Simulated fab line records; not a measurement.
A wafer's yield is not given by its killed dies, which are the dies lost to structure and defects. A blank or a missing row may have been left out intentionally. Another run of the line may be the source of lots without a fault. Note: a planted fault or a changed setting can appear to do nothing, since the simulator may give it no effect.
Which of the tools did it? ; flow sfq line ; Sampling: 14 lots, 42 wafers, 4 of 325 route steps

## WHAT THE GAUGES SHOWED, per wafer
SFQ_INCOMING_BOW_MEAS_900. Usual: INCOMING_BOW 0 um, standard deviation 6.1.
lot;measured;on;INCOMING_BOW (um);flag
L507;day 1 15:01;film metro-02;4 -1 -10;
L510;day 2 06:02;film metro-04;9 0 4;
L511;day 2 11:00;film metro-04;-8 7 -13;
L512;day 2 16:00;film metro-03;-3 4 0;
L513;day 2 21:02;film metro-03;-3 3 -1;
L514;day 3 02:01;film metro-03;4 2 1;
L516;day 3 12:02;film metro-04;12 -6 -9;
L519;day 4 03:01;film metro-04;-1 1 -9;
L520;day 4 08:00;film metro-04;-12 6 -1;
L525;day 5 09:01;film metro-03;-3 10 -3;
L526;day 5 14:00;film metro-03;-5 11 -7;
L527;day 5 19:00;film metro-03;0 -5 0;
L528;day 6 00:02;film metro-04;-2 5 -11;
L529;day 6 05:02;film metro-04;11 -9 8;

SFQ_M2_RS_MEAS_914: uses a four-point probe to measure. Usual: M2_NB_RS 0.899 ohm/sq, standard deviation 0.015.
lot;measured;on;M2_NB_RS (ohm/sq);flag
L507;day 16 23:24;film metro-01;0.893 0.886 0.890;
L510;day 18 20:49;film metro-01;0.904 0.898 0.896;
L511;day 19 07:08;film metro-02;0.885 0.875 0.872;
L512;day 19 11:56;film metro-01;0.903 0.876 0.880;
L513;day 19 19:10;film metro-02;0.907 0.914 0.915;
L514;day 20 09:33;film metro-02;0.905 0.882 0.882;
L516;day 20 20:22;film metro-01;0.922 0.890 0.917;
L519;day 21 10:45;film metro-02;0.691 0.887 0.686;OFF
L520;day 21 21:38;film metro-03;0.688 0.905 0.885;OFF
L525;day 23 21:49;film metro-02;0.897 0.904 0.914;
L526;day 24 07:12;film metro-01;0.900 0.913 0.890;
L527;day 24 12:00;film metro-02;0.899 0.906 0.898;
L528;day 24 18:03;film metro-03;0.899 0.900 0.892;
L529;day 25 01:14;film metro-03;0.914 0.915 0.908;

## WHAT TOOL EACH LOT RAN ON (gives the tool, then ch and the chambers of the sampled wafers, and finally the start)
lot;SFQ_TRILAYER_M1_STRIP_STRIP_043;SFQ_TRILAYER_M2_DEP_SPUTTER_055
L507;rie metal-01 ch 0,1, day 13 02:30;pvd sputter-05, day 16 23:17
L510;rie metal-03 ch 0,1, day 14 22:08;pvd sputter-04, day 18 20:41
L511;rie metal-03 ch 1, day 15 08:24;pvd sputter-05, day 19 07:02
L512;rie metal-03 ch 0,1, day 15 10:48;pvd sputter-05, day 19 11:50
L513;rie metal-03 ch 0,1, day 15 19:24;pvd sputter-04, day 19 19:02
L514;rie metal-04 ch 0,1, day 16 06:00;pvd sputter-05, day 20 09:26
L516;rie metal-04 ch 0,1, day 16 20:09;pvd sputter-03, day 20 20:14
L519;rie metal-03 ch 0,1, day 17 09:09;pvd sputter-03, day 21 10:38
L520;rie metal-03 ch 0,1, day 17 15:09;pvd sputter-03, day 21 21:32
L525;rie metal-03 ch 0, day 19 15:09;pvd sputter-04, day 23 21:43
L526;rie metal-01 ch 0,1, day 19 23:33;pvd sputter-03, day 24 07:07
L527;rie metal-01 ch 0,1, day 20 03:09;pvd sputter-03, day 24 11:55
L528;rie metal-03 ch 0,1, day 20 09:21;pvd sputter-03, day 24 17:55
L529;rie metal-04 ch 0,1, day 20 20:27;pvd sputter-03, day 25 01:07
- SFQ_TRILAYER_M1_STRIP_STRIP_043: strips in O2.
- SFQ_TRILAYER_M2_DEP_SPUTTER_055: material Nb, target thk 200 nm, time 133.3 s.

## WHAT THE TOOLS THEMSELVES READ (means of the sampled wafers that have a number; where no wafer has one, the mark that the record gives instead)
SFQ_TRILAYER_M1_STRIP_STRIP_043. Usual: drypump motor current A 6.17 A, standard deviation 0.28; he backside leak sccm 3.3 sccm, standard deviation 0.32; oes product au 0.994 a.u., standard deviation 0.0086.
lot;tool;drypump motor current A (A);he backside leak sccm (sccm);oes product au (a.u.);flag
L507;rie metal-01;6.28;3.2;0.994;
L510;rie metal-03;6.36;4.1;0.988;
L511;rie metal-03;6.60;3.2;0.987;
L512;rie metal-03;6.13;3.3;0.992;
L513;rie metal-03;6.37;3.1;0.988;
L514;rie metal-04;5.91;3.3;1.006;
L516;rie metal-04;5.99;3.7;0.996;
L519;rie metal-03;6.15;3.3;0.999;
L520;rie metal-03;6.14;3.2;0.998;
L525;rie metal-03;5.92;3.4;0.997;
L526;rie metal-01;6.27;3.3;0.992;
L527;rie metal-01;6.25;3.2;0.994;
L528;rie metal-03;6.12;3.3;0.995;
L529;rie metal-04;6.02;3.7;0.998;

SFQ_TRILAYER_M2_DEP_SPUTTER_055. Usual: substrate temp c 20.00 C, standard deviation 0.1; throttle valve pct 30.1 %, standard deviation 0.66.
lot;tool;substrate temp c (C);throttle valve pct (%);flag
L507;pvd sputter-05;19.93;29.9;
L510;pvd sputter-04;19.99;29.6;
L511;pvd sputter-05;20.10;29.7;
L512;pvd sputter-05;19.93;30.1;
L513;pvd sputter-04;20.01;29.5;
L514;pvd sputter-05;19.96;29.9;
L516;pvd sputter-03;19.93;31.1;
L519;pvd sputter-03;20.10;30.3;
L520;pvd sputter-03;20.00;30.2;
L525;pvd sputter-04;20.00;30.3;
L526;pvd sputter-03;19.96;30.1;
L527;pvd sputter-03;20.13;29.7;
L528;pvd sputter-03;19.89;29.7;
L529;pvd sputter-03;19.98;30.5;

## THE ANSWER, worked out from the rows above alone
Rule: a lot is off if the mean of its wafers that have a number lies more than 3 standard deviations from the usual mean. Also off: a lot with no number at a reading for which 4 or more lots have one. All remaining lots with rows at the step are treated as sound. First the gauges in route order, then the tools' own readings, where a lot's mean is used as printed above. At the first step where some lot is off, the reading lying furthest off is the one used; lots without a number count as furthest.
Off: L519, L520, at SFQ_M2_RS_MEAS_914 (M2_NB_RS).
If a tool, at a process step before that reading, ran all the lots that are off and no sound lot after the first of them, it fits. Those tools and the gauges at SFQ_M2_RS_MEAS_914 are tried in the same way. None of those tried fits.

## WHAT WAS PUT IN BY THE SIMULATOR
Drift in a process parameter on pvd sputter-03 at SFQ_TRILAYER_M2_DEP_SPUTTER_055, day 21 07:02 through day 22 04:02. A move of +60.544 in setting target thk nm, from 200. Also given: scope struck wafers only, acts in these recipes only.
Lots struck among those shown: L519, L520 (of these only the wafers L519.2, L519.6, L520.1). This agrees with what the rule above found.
